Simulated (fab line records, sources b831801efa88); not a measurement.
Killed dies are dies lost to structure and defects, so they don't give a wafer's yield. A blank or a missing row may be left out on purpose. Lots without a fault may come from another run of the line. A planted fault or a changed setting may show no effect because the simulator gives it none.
Which tool did it? | flow gf180mcu | 7 lots, 21 wafers sampled, at 2 steps of a route of 602

WHAT THE GAUGES READ, wafer by wafer
GF_V1_RS_MEAS_24: measures by four-point-probe.
lot  | measured     | on            | V1_W_RS (ohm/sq)
L914 | day 18 09:55 | film_metro-04 | 0.329 0.328 0.327
L916 | day 19 03:44 | film_metro-03 | 0.323 0.327 0.326
L918 | day 20 03:13 | film_metro-04 | 0.330 0.326 0.334
L921 | day 21 09:05 | film_metro-03 | 0.324 0.322 0.326
L924 | day 22 08:43 | film_metro-04 | 0.328 0.323 0.327
L929 | day 24 02:15 | film_metro-04 | 0.330 0.330 0.332
L933 | day 25 01:17 | film_metro-03 | 0.173 0.327 0.325 0.173 0.326 0.325

WHICH TOOL RAN EACH LOT (tool, then ch and the chambers of the sampled wafers, then the start)
lot  | GF_V1_CVD_23
L914 | cvd_w-01 ch 0, day 18 09:47
L916 | cvd_w-01 ch 0,1, day 19 03:37
L918 | cvd_w-01 ch 0,1, day 20 03:05
L921 | cvd_w-02 ch 0,1, day 21 08:58
L924 | cvd_w-01 ch 0, day 22 08:36
L929 | cvd_w-02 ch 0,1, day 24 02:08
L933 | cvd_w-02 ch 0,1, day 25 01:11
- GF_V1_CVD_23: deposits W, target thk 350 nm, time 105.05 s.

THE ANSWER, worked out from the rows above alone
Rule: what is usual is taken from the lots themselves. Put in order of their means at a reading, lots are off if they are a third of the lots or fewer, leave a main group of 4 or more, and stand apart from it by a gap of 3 or more times the standard deviation of the main group's means; of several such gaps the widest counts. A main group whose means are all the same, to the digits that the tables above print for the reading, isn't used. A lot without any number at a reading at which 4 lots or more have one is off too. The other lots that the step has rows for count as sound.
Off: L933, at GF_V1_RS_MEAS_24 (V1_W_RS). The main group: mean 0.327 ohm/sq, standard deviation 0.0024.
A tool fits if, at a process step before that reading, it ran every lot that is off, and no sound lot after the first of them. The gauges at GF_V1_RS_MEAS_24 are tried like those tools. Can't be told from this: 2 tools fit, cvd_w-02 at GF_V1_CVD_23, film_metro-03 at GF_V1_RS_MEAS_24.

WHAT THE SIMULATOR HAD PUT IN
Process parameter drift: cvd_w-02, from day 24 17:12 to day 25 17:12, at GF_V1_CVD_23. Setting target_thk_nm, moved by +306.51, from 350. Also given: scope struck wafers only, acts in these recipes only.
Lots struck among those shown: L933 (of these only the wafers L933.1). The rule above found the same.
